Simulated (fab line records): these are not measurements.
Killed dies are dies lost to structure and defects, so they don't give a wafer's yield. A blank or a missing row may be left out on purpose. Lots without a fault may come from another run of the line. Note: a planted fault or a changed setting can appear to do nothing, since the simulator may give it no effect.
Struck lot and sound lot, side by side + flow sky130 + 43 steps out of a route of 708
Sound: the wafers L194.1, L194.2, L194.6. Wafers L206.1, L206.3, L206.4 were the ones struck. Last of all comes the cause.
Each step with rows lists, per side, the tool, then ch with its chambers, then its first start. Under that, the readings that differ: sound wafers + struck wafers + difference of the means + sigmas: that difference in standard deviations of wafers without a fault.
alike: readings with means less than 2 such deviations apart, plus words and numbers identical on both sides. not compared: withheld readings, readings lacking a value on some wafer, bounds such as >300 that could conceal the same value, and numbers that have no deviation in the record and whose values overlap.
Wherever a step has rows on one side only, a row that says differs or no value, or a row with sigmas, the two part there. Numbers that don't overlap but have no deviation are shown without sigmas and don't part them. Lack of a reading on every wafer of one side parts them only where that side has two or more wafers.

first, 6 steps without rows for these wafers: SKY_FIELD_ISO_COAT_07 (resist thk 60 nm); SKY_FIELD_ISO_COAT_08 (resist thk 450 nm); SKY_FIELD_ISO_SOFTBAKE_09 (time 90 s); SKY_FIELD_ISO_EXPOSE_10 (exposes mask FOM, target cd 150 nm); SKY_FIELD_ISO_PEB_11; SKY_FIELD_ISO_DEVELOP_12 (develop time 60 s).
SKY_FIELD_ISO_CD_MEAS_13 targets a cd of 150 nm.
  struck on cd sem-02, day 5 10:43; sound on cd sem-02, day 2 22:17
  alike: cd nm
SKY_FIELD_ISO_ETCH_14: etches BARC in N2/H2, stops on SiO2, time 45.9 s, target depth 60 nm.
  sound on rie diel-03 ch 0,2,3, day 2 22:25; struck on rie diel-04 ch 0,2,3, day 5 10:50
  alike: drypump motor current A, oes product au, throttle valve pct
  not compared: rf hours counter h
SKY_FIELD_ISO_ETCH_15: etches the open film in CHF3/O2, stops on Si, target depth 180 nm, time 72 s.
  sound on rie diel-03 ch 0,2,3, day 2 22:28; struck on rie diel-04 ch 0,2,3, day 5 10:53
  alike: drypump motor current A, oes product au, throttle valve pct
  not compared: rf hours counter h
SKY_FIELD_ISO_STRIP_16: strips in O2/N2.
  sound on plasma asher-02 ch 0,1, day 2 22:31; struck on plasma asher-03 ch 0,1, day 5 10:56
  alike: drypump motor current A, oes product au, strip time to endpoint s
  not compared: rf hours counter h
then, 2 steps without rows for these wafers: SKY_FIELD_ISO_ETCH_17 (etches Si in HBr/Cl2/O2, target depth 342 nm, time 97.7 s); SKY_FIELD_ISO_WET_ETCH_18 (etches Si3N4 in H3PO4, target depth 25 nm, time 286 s).
SKY_FIELD_ISO_CLEAN_19: cleans in SC1/SC2, time 150 s.
  sound on wet bench-04 ch 2, day 2 22:46; struck on wet bench-01 ch 0, day 5 11:12
then, 3 steps without rows for these wafers: SKY_FIELD_ISO_CLEAN_20 (cleans in dHF, time 20 s); SKY_FIELD_ISO_WET_ETCH_21 (etches SiO2 in dHF, target depth 20 nm, time 400 s); SKY_FIELD_ISO_OXIDATION_22 (stabilise 600 s, purge 300 s, target thk 10 nm).
SKY_FIELD_ISO_THK_MEAS_23:
  struck on film metro-02, day 5 15:55; sound on film metro-02, day 3 00:45
  alike: FIELD_ISO_OXIDATION_01_THK
then, 1 step without rows for these wafers: SKY_FIELD_ISO_CVD_24 (deposits SiO2, target thk 595 nm, time 99.2 s).
SKY_FIELD_ISO_THK_MEAS_25:
  struck on film metro-03, day 5 16:02; sound on film metro-02, day 3 00:53
  alike: FIELD_ISO_CVD_24_THK
then, 1 step without rows for these wafers: SKY_FIELD_ISO_ANNEAL_26 (time 1800 s).
SKY_FIELD_ISO_CMP_27: polishes, stops on Si3N4, t overpolish 16 s, target thk 457.8 nm.
  sound on cmp-02 ch 0,1,2, day 3 06:16; struck on cmp-02 ch 0,1,2, day 5 18:14
  alike: motor current A, overpolish run s, retaining ring pressure frac, time to endpoint s
then, 5 steps without rows for these wafers: SKY_FIELD_ISO_WET_ETCH_28 (etches SiO2 in dHF, target depth 23.7 nm, time 47 s); SKY_FIELD_ISO_WET_ETCH_29 (etches Si3N4 in H3PO4, target depth 160 nm, time 1825 s); SKY_FIELD_ISO_WET_ETCH_30 (etches SiO2 in dHF, target depth 25 nm, time 50 s); SKY_NWELL_CLEAN_00 (cleans in SC1/SC2, time 150 s); SKY_NWELL_OXIDATION_01 (stabilise 600 s, purge 300 s, target thk 10 nm).
SKY_NWELL_THK_MEAS_02:
  struck on film metro-01, day 5 21:46; sound on film metro-01, day 3 10:34
| reading                  | sound          | struck         | difference | sigmas |
|--------------------------|----------------|----------------|------------|--------|
| NWELL_OXIDATION_THK (nm) | 9.43 9.52 9.44 | 9.84 9.86 9.99 | +0.43      | +2     |
then, 8 steps without rows for these wafers: SKY_DNWELL_DEHYDRATE_00 (time 60 s); SKY_DNWELL_HMDS_01 (prime time 60 s); SKY_DNWELL_COAT_02 (resist thk 3000 nm); SKY_DNWELL_SOFTBAKE_03; SKY_DNWELL_EXPOSE_04 (exposes mask DNM, target cd 3000 nm); SKY_DNWELL_PEB_05; SKY_DNWELL_DEVELOP_06 (develop time 60 s); SKY_DNWELL_IMPLANT_07.
SKY_DNWELL_STRIP_08: strips in O2/N2.
  sound on plasma asher-04 ch 0,1, day 4 02:06; struck on plasma asher-01 ch 0,1, day 6 16:44
  alike: drypump motor current A, oes product au, strip time to endpoint s
  not compared: rf hours counter h
SKY_DNWELL_TW_MEAS_09:
  struck on film metro-01, day 6 16:50; sound on film metro-04, day 4 02:12
  alike: DNWELL_TW
then, 5 steps without rows for these wafers: SKY_PWDE_DEHYDRATE_00 (time 60 s); SKY_PWDE_HMDS_01 (prime time 60 s); SKY_PWDE_COAT_02 (resist thk 3000 nm); SKY_PWDE_SOFTBAKE_03; SKY_PWDE_EXPOSE_04 (exposes mask PWDEM, target cd 840 nm).
-- the record jumps here: 43 days lie between the struck wafers' starts before and after (it left off in module PWDE and takes up again in module PAD_OPEN, whose first step shown is number 708 of the route) --
SKY_PAD_OPEN_PROBE_99:
  only the struck wafers here have rows in the record (prober-02, day 49 18:49); the sound ones have none

WHERE THEY PART
Last at SKY_PAD_OPEN_PROBE_99 as far as this record goes, first at SKY_NWELL_THK_MEAS_02.

WHY: what the simulator had put in
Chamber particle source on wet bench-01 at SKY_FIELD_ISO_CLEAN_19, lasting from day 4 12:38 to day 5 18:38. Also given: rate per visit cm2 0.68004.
